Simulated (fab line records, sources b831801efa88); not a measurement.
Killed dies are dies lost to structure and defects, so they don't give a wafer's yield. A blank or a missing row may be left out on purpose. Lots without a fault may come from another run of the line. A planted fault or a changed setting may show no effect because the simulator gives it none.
A struck lot beside a sound one | flow gf180mcu | 18 steps out of a route of 602
Sound: wafers L833.3, L833.5, L833.6. Struck: wafers L846.5, L846.6. The cause comes at the end.
At each step with rows: each side's tool, then ch and its chambers, then its first start. Under that, the readings that differ: sound wafers | struck wafers | difference of the means | sigmas: that difference in standard deviations of wafers without a fault.
alike: readings whose means differ by less than 2 such deviations, and words and numbers that are the same on both sides. not compared: withheld readings, readings that some wafer has no value for, bounds like >300 that may hide the same value, and numbers for which the record gives no deviation and whose values overlap.
The two part at a step that has a row with sigmas, a row that says differs or no value, or rows on one side only. Numbers that don't overlap but have no deviation are shown without sigmas and don't part them. A reading that every wafer of one side lacks parts them only if that side has two wafers or more.

first, 3 steps without rows for these wafers: GF_V3_EXPOSE_11 (exposes mask Via3, target cd 260 nm); GF_V3_PEB_12 (peb time 90 s); GF_V3_DEVELOP_13 (develop time 60 s).
GF_V3_CD_MEAS_14: target cd 260 nm.
  sound on cd_sem-01, day 23 00:29; struck on cd_sem-02, day 27 07:15
  alike: cd_nm
GF_V3_OVL_MEAS_15:
  sound on overlay-01, day 23 00:34; struck on overlay-02, day 27 07:19
  alike: V3_OVL
GF_V3_ETCH_16: etches BARC in N2/H2.
  sound on rie_diel-04 ch 2,3, day 23 00:35; struck on rie_diel-04 ch 2,3, day 27 07:21
  reading                | sound                | struck        | difference | sigmas
  throttle_valve_pct (%) | 13.232 13.241 13.226 | 13.210 13.213 | -0.021     | -2
  alike: drypump_motor_current_A, oes_product_au, rf_fwd_power_W
GF_V3_ETCH_17: etches SiO2 in C4F8/O2/Ar, stops on TiN, target depth 635 nm.
  sound on rie_diel-04 ch 2,3; struck on rie_diel-04 ch 2,3
  alike: oes_product_au, rf_fwd_power_W
GF_V3_STRIP_18: strips in O2/N2.
  sound on plasma_asher-04 ch 0,1, day 23 00:46; struck on plasma_asher-04 ch 0,1, day 27 07:31
  alike: drypump_motor_current_A, heater_power_w, o2_flow_sccm, oes_product_au, platen_temp_c
  not compared: rf_hours_counter_h
then, 2 steps without rows for these wafers: GF_V3_STRIP_19 (strips in post etch residue remover, time 1200 s); GF_V3_CLEAN_20 (cleans in DIW).
GF_V3_SPUTTER_21: material Ti, target thk 15 nm, time 80.02 s.
  sound on pvd_sputter-01, day 23 01:17; struck on pvd_sputter-01, day 27 08:03
  alike: chamber_pressure_pa, throttle_valve_pct
GF_V3_SPUTTER_22: material TiN, target thk 10 nm, time 40 s.
  sound on pvd_sputter-01, day 23 01:21; struck on pvd_sputter-01, day 27 08:06
  alike: chamber_pressure_pa, throttle_valve_pct
GF_V3_CVD_23: deposits W, target thk 350 nm, time 104.9 s.
  sound on cvd_w-01 ch 0,1, day 23 01:25; struck on cvd_w-01 ch 0,1, day 27 08:12
  reading                          | sound             | struck      | difference | sigmas
  model.W_of_V3_CVD_23.thk_nm (nm) | 345.4 351.8 349.7 | 478.9 488.3 | +134.6     |
  alike: heater_power_outer_w, heater_power_w
GF_V3_RS_MEAS_24: measures by four-point-probe.
  sound on film_metro-01, day 23 01:32; struck on film_metro-03, day 27 08:19
  reading          | sound             | struck      | difference | sigmas
  V3_W_RS (ohm/sq) | 0.332 0.326 0.328 | 0.239 0.235 | -0.092     | -19
GF_V3_THK_MEAS_25: measures by xrf.
  sound on film_metro-01, day 23 01:38; struck on film_metro-03, day 27 08:23
  reading       | sound       | struck  | difference | sigmas
  V3_W_THK (nm) | 349 353 351 | 472 480 | +125       | +21
GF_V3_CMP_26: polishes, stops on SiO2, t overpolish 15 s, target thk 0 nm.
  sound on cmp-02 ch 1,2,3, day 23 01:47; struck on cmp-02 ch 2,3, day 27 08:37
  reading                | sound    | struck  | difference | sigmas
  time_to_endpoint_s (s) | 85 89 92 | 118 126 | +33        | +6
  alike: motor_current_A, slurry_filter_dp_kPa
then, 2 steps without rows for these wafers: GF_M4_SPUTTER_00 (material Ti, target thk 37.5 nm, time 150 s); GF_PASSIVATION_PROBE_99.

WHERE THEY PART
First at GF_V3_ETCH_16; last, within this record, at GF_V3_CMP_26.

WHY: what the simulator had put in
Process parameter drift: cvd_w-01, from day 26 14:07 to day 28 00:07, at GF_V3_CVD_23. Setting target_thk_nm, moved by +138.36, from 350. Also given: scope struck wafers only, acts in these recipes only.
